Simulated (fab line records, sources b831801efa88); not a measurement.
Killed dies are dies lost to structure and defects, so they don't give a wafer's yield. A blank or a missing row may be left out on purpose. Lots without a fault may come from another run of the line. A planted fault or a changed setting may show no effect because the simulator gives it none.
A struck lot beside a sound one | flow gf180mcu | 14 steps out of a route of 602
Sound: wafers L348.1, L348.5, L348.6. Struck: wafers L363.2, L363.3, L363.5. The cause comes at the end.
At each step with rows: each side's tool, then ch and its chambers, then its first start. Under that, the readings that differ: sound wafers | struck wafers | difference of the means | sigmas: that difference in standard deviations of wafers without a fault.
alike: readings whose means differ by less than 2 such deviations, and words and numbers that are the same on both sides. not compared: withheld readings, readings that some wafer has no value for, bounds like >300 that may hide the same value, and numbers for which the record gives no deviation and whose values overlap.
The two part at a step that has a row with sigmas, a row that says differs or no value, or rows on one side only. Numbers that don't overlap but have no deviation are shown without sigmas and don't part them. A reading that every wafer of one side lacks parts them only if that side has two wafers or more.

first, 1 step without rows for these wafers: GF_HV_LDD_DEVELOP_06 (develop time 57.08 s).
GF_HV_LDD_CD_MEAS_07: target cd 400 nm.
  sound on cd_sem-02, day 11 01:37; struck on cd_sem-01, day 16 11:26
  alike: cd_nm
GF_HV_LDD_OVL_MEAS_08:
  sound on overlay-01, day 11 01:44; struck on overlay-02, day 16 11:32
  alike: HV_LDD_OVL
then, 1 step without rows for these wafers: GF_HV_LDD_IMPLANT_09.
GF_HV_LDD_STRIP_10: strips in O2/N2.
  sound on plasma_asher-02 ch 0,1, day 11 01:55; struck on plasma_asher-01 ch 0, day 16 11:43
  reading               | sound             | struck            | difference | sigmas
  oes_product_au (a.u.) | 0.719 0.722 0.720 | 0.711 0.711 0.709 | -0.010     | -2
  alike: chamber_pressure_mTorr, drypump_motor_current_A, heater_power_w, n2_flow_sccm, strip_time_to_endpoint_s
  not compared: rf_hours_counter_h
GF_HV_LDD_TW_MEAS_11:
  sound on film_metro-03, day 11 02:01; struck on film_metro-04, day 16 11:52
  alike: HV_LDD_TW
then, 6 steps without rows for these wafers: GF_HV_LDD_DEHYDRATE_12 (time 60 s); GF_HV_LDD_HMDS_13 (prime time 60 s); GF_HV_LDD_COAT_14 (resist thk 1000 nm); GF_HV_LDD_SOFTBAKE_15 (time 60 s); GF_HV_LDD_EXPOSE_16 (exposes mask Pplus LV AREA, target cd 400 nm); GF_HV_LDD_PEB_17.
GF_HV_LDD_DEVELOP_18: develop time 60 s.
  sound on litho_track-01 ch 0, day 11 20:22; struck on litho_track-02, day 17 10:23
  no value came back on the struck wafers for chill_plate_temp_C (C), develop_time_s (s), exhaust_pa (Pa); on the sound wafers chill_plate_temp_C (C) reads 22.94 23.12 22.97
GF_HV_LDD_CD_MEAS_19: target cd 400 nm.
  sound on cd_sem-01, day 11 20:31; struck on cd_sem-01, day 17 10:32
  reading    | sound             | struck | difference                    | sigmas
  cd_nm (nm) | 397.9 396.1 402.0 | - - -  | no value on the struck wafers |

WHERE THEY PART
First at GF_HV_LDD_STRIP_10; last, within this record, at GF_HV_LDD_CD_MEAS_19.

WHY: what the simulator had put in
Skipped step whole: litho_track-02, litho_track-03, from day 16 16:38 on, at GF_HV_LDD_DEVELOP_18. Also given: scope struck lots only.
